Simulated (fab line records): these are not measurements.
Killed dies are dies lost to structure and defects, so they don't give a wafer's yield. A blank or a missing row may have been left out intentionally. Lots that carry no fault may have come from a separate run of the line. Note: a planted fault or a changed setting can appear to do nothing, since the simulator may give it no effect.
Which tool did it? / flow sky130 / 11 lots, 33 wafers sampled, at 6 steps of a route of 708

## WHAT THE GAUGES READ, wafer by wafer
SKY_POLY_CUT_CD_MEAS_08: target cd 270 nm.
lot=L507; measured=day 23 18:43; on=cd sem-02; cd nm (nm)=271.3 273.1 271.6
lot=L508; measured=day 23 21:51; on=cd sem-01; cd nm (nm)=271.2 270.4 271.6
lot=L511; measured=day 25 12:14; on=cd sem-02; cd nm (nm)=269.6 268.6 269.5
lot=L512; measured=day 26 08:37; on=cd sem-02; cd nm (nm)=270.5 270.6 271.0
lot=L513; measured=day 26 18:46; on=cd sem-02; cd nm (nm)=268.8 269.6 270.7
lot=L514; measured=day 26 22:25; on=cd sem-01; cd nm (nm)=273.3 270.5 271.4
lot=L515; measured=day 27 12:47; on=cd sem-01; cd nm (nm)=271.1 271.5 270.5
lot=L517; measured=day 28 18:34; on=cd sem-02; cd nm (nm)=268.8 268.1 268.2
lot=L524; measured=day 30 00:01; on=cd sem-01; cd nm (nm)=268.8 270.0 271.2
lot=L527; measured=day 31 03:37; on=cd sem-01; cd nm (nm)=269.3 269.1 267.5
lot=L530; measured=day 31 23:52; on=cd sem-02; cd nm (nm)=269.9 270.3 269.9

SKY_POLY_CUT_OVL_MEAS_09.
lot=L507; measured=day 23 18:50; on=overlay-01; POLY_CUT_OVL (nm)=-6 -8 -5
lot=L508; measured=day 23 21:58; on=overlay-02; POLY_CUT_OVL (nm)=-1 3 4
lot=L511; measured=day 25 12:21; on=overlay-02; POLY_CUT_OVL (nm)=3 -1 8
lot=L512; measured=day 26 08:43; on=overlay-01; POLY_CUT_OVL (nm)=-1 2 0
lot=L513; measured=day 26 18:52; on=overlay-01; POLY_CUT_OVL (nm)=0 9 2
lot=L514; measured=day 26 22:31; on=overlay-01; POLY_CUT_OVL (nm)=0 0 -2
lot=L515; measured=day 27 12:54; on=overlay-01; POLY_CUT_OVL (nm)=-8 -5 -4
lot=L517; measured=day 28 18:39; on=overlay-02; POLY_CUT_OVL (nm)=-8 -7 -1
lot=L524; measured=day 30 00:08; on=overlay-02; POLY_CUT_OVL (nm)=-2 3 -9
lot=L527; measured=day 31 03:44; on=overlay-02; POLY_CUT_OVL (nm)=-5 -2 -2
lot=L530; measured=day 31 23:59; on=overlay-02; POLY_CUT_OVL (nm)=-2 0 1

SKY_SD_N_RS_MEAS_16: the measuring method here is four-point-probe.
lot=L507; measured=day 27 12:40; on=film metro-03; SD_N_RS (ohm/sq)=68.37 68.46 68.26
lot=L508; measured=day 27 14:49; on=film metro-02; SD_N_RS (ohm/sq)=68.55 68.62 68.66
lot=L511; measured=day 29 02:14; on=film metro-02; SD_N_RS (ohm/sq)=68.71 68.78 68.85
lot=L512; measured=day 29 22:56; on=film metro-03; SD_N_RS (ohm/sq)=68.57 68.44 68.49
lot=L513; measured=day 30 07:53; on=film metro-01; SD_N_RS (ohm/sq)=68.59 68.58 68.61
lot=L514; measured=day 30 10:38; on=film metro-01; SD_N_RS (ohm/sq)=68.61 68.59 68.65
lot=L515; measured=day 31 02:23; on=film metro-02; SD_N_RS (ohm/sq)=68.53 68.62 68.69
lot=L517; measured=day 32 06:51; on=film metro-02; SD_N_RS (ohm/sq)=68.61 68.79 68.62
lot=L524; measured=day 33 10:46; on=film metro-01; SD_N_RS (ohm/sq)=69.54 69.36 69.36
lot=L527; measured=day 34 12:47; on=film metro-01; SD_N_RS (ohm/sq)=69.27 69.24 69.23
lot=L530; measured=day 35 09:13; on=film metro-02; SD_N_RS (ohm/sq)=68.62 68.83 68.65

## TOOL THAT RAN EACH LOT (tool first, then ch and the chambers of the sampled wafers, then the start)
lot=L507; SKY_POLY_CUT_STRIP_12=plasma asher-01 ch 0,1, day 23 18:58; SKY_SD_N_IMPLANT_09=implanter-01 ch 0, day 27 11:59; SKY_SD_N_STRIP_11=plasma asher-02 ch 0,1, day 27 12:17
lot=L508; SKY_POLY_CUT_STRIP_12=plasma asher-02 ch 0,1, day 23 22:05; SKY_SD_N_IMPLANT_09=implanter-04 ch 0, day 27 14:04; SKY_SD_N_STRIP_11=plasma asher-02 ch 0,1, day 27 14:22
lot=L511; SKY_POLY_CUT_STRIP_12=plasma asher-03 ch 0,1, day 25 12:28; SKY_SD_N_IMPLANT_09=implanter-03 ch 0, day 29 01:32; SKY_SD_N_STRIP_11=plasma asher-03 ch 0,1, day 29 01:49
lot=L512; SKY_POLY_CUT_STRIP_12=plasma asher-02 ch 0, day 26 08:50; SKY_SD_N_IMPLANT_09=implanter-04 ch 0, day 29 22:14; SKY_SD_N_STRIP_11=plasma asher-04 ch 0,1, day 29 22:31
lot=L513; SKY_POLY_CUT_STRIP_12=plasma asher-01 ch 0,1, day 26 18:59; SKY_SD_N_IMPLANT_09=implanter-01 ch 0, day 30 07:12; SKY_SD_N_STRIP_11=plasma asher-03 ch 0,1, day 30 07:29
lot=L514; SKY_POLY_CUT_STRIP_12=plasma asher-02 ch 0,1, day 26 22:38; SKY_SD_N_IMPLANT_09=implanter-03 ch 0, day 30 09:54; SKY_SD_N_STRIP_11=plasma asher-04 ch 0,1, day 30 10:10
lot=L515; SKY_POLY_CUT_STRIP_12=plasma asher-01 ch 0,1, day 27 13:01; SKY_SD_N_IMPLANT_09=implanter-01 ch 0, day 31 01:42; SKY_SD_N_STRIP_11=plasma asher-03 ch 0,1, day 31 01:59
lot=L517; SKY_POLY_CUT_STRIP_12=plasma asher-03 ch 0,1, day 28 18:47; SKY_SD_N_IMPLANT_09=implanter-04 ch 0, day 32 06:10; SKY_SD_N_STRIP_11=plasma asher-04 ch 0,1, day 32 06:28
lot=L524; SKY_POLY_CUT_STRIP_12=plasma asher-03 ch 0,1, day 30 00:16; SKY_SD_N_IMPLANT_09=implanter-01 ch 0, day 33 10:04; SKY_SD_N_STRIP_11=plasma asher-03 ch 0,1, day 33 10:22
lot=L527; SKY_POLY_CUT_STRIP_12=plasma asher-03 ch 0,1, day 31 03:52; SKY_SD_N_IMPLANT_09=implanter-01 ch 0, day 34 12:04; SKY_SD_N_STRIP_11=plasma asher-02 ch 0,1, day 34 12:22
lot=L530; SKY_POLY_CUT_STRIP_12=plasma asher-03 ch 0,1, day 32 00:07; SKY_SD_N_IMPLANT_09=implanter-03 ch 0, day 35 08:31; SKY_SD_N_STRIP_11=plasma asher-03 ch 0,1, day 35 08:49
- SKY_POLY_CUT_STRIP_12: strips in O2/N2.
- SKY_SD_N_IMPLANT_09
- SKY_SD_N_STRIP_11: strips in O2/N2.

## AS READ BY THE TOOLS THEMSELVES (means over the sampled wafers that have a number; for cases with no such wafer, the mark the record gives instead)
SKY_POLY_CUT_STRIP_12.
lot=L507; tool=plasma asher-01; drypump motor current A (A)=6.15; o2 flow sccm (sccm)=3000; oes product au (a.u.)=0.453; strip time to endpoint s (s)=5.346
lot=L508; tool=plasma asher-02; drypump motor current A (A)=5.68; o2 flow sccm (sccm)=2998; oes product au (a.u.)=0.453; strip time to endpoint s (s)=5.350
lot=L511; tool=plasma asher-03; drypump motor current A (A)=6.23; o2 flow sccm (sccm)=2994; oes product au (a.u.)=0.451; strip time to endpoint s (s)=5.334
lot=L512; tool=plasma asher-02; drypump motor current A (A)=5.92; o2 flow sccm (sccm)=3009; oes product au (a.u.)=0.450; strip time to endpoint s (s)=5.336
lot=L513; tool=plasma asher-01; drypump motor current A (A)=6.12; o2 flow sccm (sccm)=2991; oes product au (a.u.)=0.452; strip time to endpoint s (s)=5.371
lot=L514; tool=plasma asher-02; drypump motor current A (A)=5.79; o2 flow sccm (sccm)=3009; oes product au (a.u.)=0.453; strip time to endpoint s (s)=5.349
lot=L515; tool=plasma asher-01; drypump motor current A (A)=6.13; o2 flow sccm (sccm)=3007; oes product au (a.u.)=0.450; strip time to endpoint s (s)=5.348
lot=L517; tool=plasma asher-03; drypump motor current A (A)=6.24; o2 flow sccm (sccm)=3005; oes product au (a.u.)=0.453; strip time to endpoint s (s)=5.350
lot=L524; tool=plasma asher-03; drypump motor current A (A)=6.01; o2 flow sccm (sccm)=2993; oes product au (a.u.)=0.451; strip time to endpoint s (s)=5.334
lot=L527; tool=plasma asher-03; drypump motor current A (A)=6.02; o2 flow sccm (sccm)=3006; oes product au (a.u.)=0.447; strip time to endpoint s (s)=5.340
lot=L530; tool=plasma asher-03; drypump motor current A (A)=6.02; o2 flow sccm (sccm)=2997; oes product au (a.u.)=0.451; strip time to endpoint s (s)=5.360

SKY_SD_N_IMPLANT_09.
lot=L507; tool=implanter-01; beam energy keV=49.998; dose ions cm2=4e+15; end station pressure torr (Torr)=1.19e-05; faraday current uA=10673
lot=L508; tool=implanter-04; beam energy keV=49.987; dose ions cm2=4e+15; end station pressure torr (Torr)=1.22e-05; faraday current uA=10897
lot=L511; tool=implanter-03; beam energy keV=50.012; dose ions cm2=4e+15; end station pressure torr (Torr)=1.15e-05; faraday current uA=10193
lot=L512; tool=implanter-04; beam energy keV=50.003; dose ions cm2=4e+15; end station pressure torr (Torr)=1.32e-05; faraday current uA=11215
lot=L513; tool=implanter-01; beam energy keV=50.002; dose ions cm2=4e+15; end station pressure torr (Torr)=1.19e-05; faraday current uA=10763
lot=L514; tool=implanter-03; beam energy keV=50.010; dose ions cm2=4e+15; end station pressure torr (Torr)=1.13e-05; faraday current uA=10017
lot=L515; tool=implanter-01; beam energy keV=49.989; dose ions cm2=4e+15; end station pressure torr (Torr)=1.16e-05; faraday current uA=10826
lot=L517; tool=implanter-04; beam energy keV=49.990; dose ions cm2=4e+15; end station pressure torr (Torr)=1.29e-05; faraday current uA=11407
lot=L524; tool=implanter-01; beam energy keV=50.002; dose ions cm2=4e+15; end station pressure torr (Torr)=1.28e-05; faraday current uA=10823
lot=L527; tool=implanter-01; beam energy keV=50.007; dose ions cm2=4e+15; end station pressure torr (Torr)=1.19e-05; faraday current uA=10808
lot=L530; tool=implanter-03; beam energy keV=50.015; dose ions cm2=4e+15; end station pressure torr (Torr)=1.14e-05; faraday current uA=10044

SKY_SD_N_STRIP_11.
lot=L507; tool=plasma asher-02; drypump motor current A (A)=5.8; o2 flow sccm (sccm)=2999; oes product au (a.u.)=0.524; strip time to endpoint s (s)=22.45
lot=L508; tool=plasma asher-02; drypump motor current A (A)=5.8; o2 flow sccm (sccm)=2998; oes product au (a.u.)=0.527; strip time to endpoint s (s)=22.59
lot=L511; tool=plasma asher-03; drypump motor current A (A)=6.3; o2 flow sccm (sccm)=3001; oes product au (a.u.)=0.528; strip time to endpoint s (s)=22.54
lot=L512; tool=plasma asher-04; drypump motor current A (A)=6.1; o2 flow sccm (sccm)=2983; oes product au (a.u.)=0.526; strip time to endpoint s (s)=22.46
lot=L513; tool=plasma asher-03; drypump motor current A (A)=6.2; o2 flow sccm (sccm)=2995; oes product au (a.u.)=0.526; strip time to endpoint s (s)=22.54
lot=L514; tool=plasma asher-04; drypump motor current A (A)=6.1; o2 flow sccm (sccm)=2995; oes product au (a.u.)=0.531; strip time to endpoint s (s)=22.48
lot=L515; tool=plasma asher-03; drypump motor current A (A)=6.2; o2 flow sccm (sccm)=3009; oes product au (a.u.)=0.529; strip time to endpoint s (s)=22.53
lot=L517; tool=plasma asher-04; drypump motor current A (A)=6.1; o2 flow sccm (sccm)=3005; oes product au (a.u.)=0.525; strip time to endpoint s (s)=22.58
lot=L524; tool=plasma asher-03; drypump motor current A (A)=6.0; o2 flow sccm (sccm)=2986; oes product au (a.u.)=0.532; strip time to endpoint s (s)=22.17
lot=L527; tool=plasma asher-02; drypump motor current A (A)=5.8; o2 flow sccm (sccm)=2996; oes product au (a.u.)=0.530; strip time to endpoint s (s)=22.22
lot=L530; tool=plasma asher-03; drypump motor current A (A)=6.2; o2 flow sccm (sccm)=3001; oes product au (a.u.)=0.524; strip time to endpoint s (s)=22.48

## THE ANSWER, worked out from the rows above alone
Rule: the lots themselves supply what counts as usual. Put in order of their means at a reading, lots are off if they are a third of the lots or fewer, leave a main group of 4 or more, and stand apart from it by a gap of 3 or more times the standard deviation of the main group's means; of several such gaps the widest counts. A main group whose means are all the same, to the digits that the tables above print for the reading, isn't used. Also off: a lot with no number at a reading for which 4 or more lots have one. Any other lot the step has rows for is counted as sound. After the gauges, taken in route order, come the tools' own readings; for these a lot's mean is taken, as printed above. At the first step where some lot is off, the reading lying furthest off is the one used; lots without a number count as furthest.
Off: L524, L527, at SKY_SD_N_RS_MEAS_16 (SD_N_RS). The main group: mean 68.61 ohm/sq, standard deviation 0.11.
If a tool, at a process step before that reading, ran all the lots that are off and no sound lot after the first of them, it fits. Not tried: the gauges at SKY_SD_N_RS_MEAS_16; whatever is off there is also off at SKY_SD_N_STRIP_11, on other tools, and gauge error can't account for it. One candidate fits, namely implanter-01 at SKY_SD_N_IMPLANT_09. Its last sound lot is L515 (day 31 01:42), its first lot that is off L524 (day 33 10:04): a fault that began between those two fits.

## WHAT HAD BEEN PUT IN BY THE SIMULATOR
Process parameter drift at SKY_SD_N_IMPLANT_09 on implanter-01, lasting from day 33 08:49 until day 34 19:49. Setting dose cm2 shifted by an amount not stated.
Lots struck among those shown: L524, L527. Same finding as the rule above.
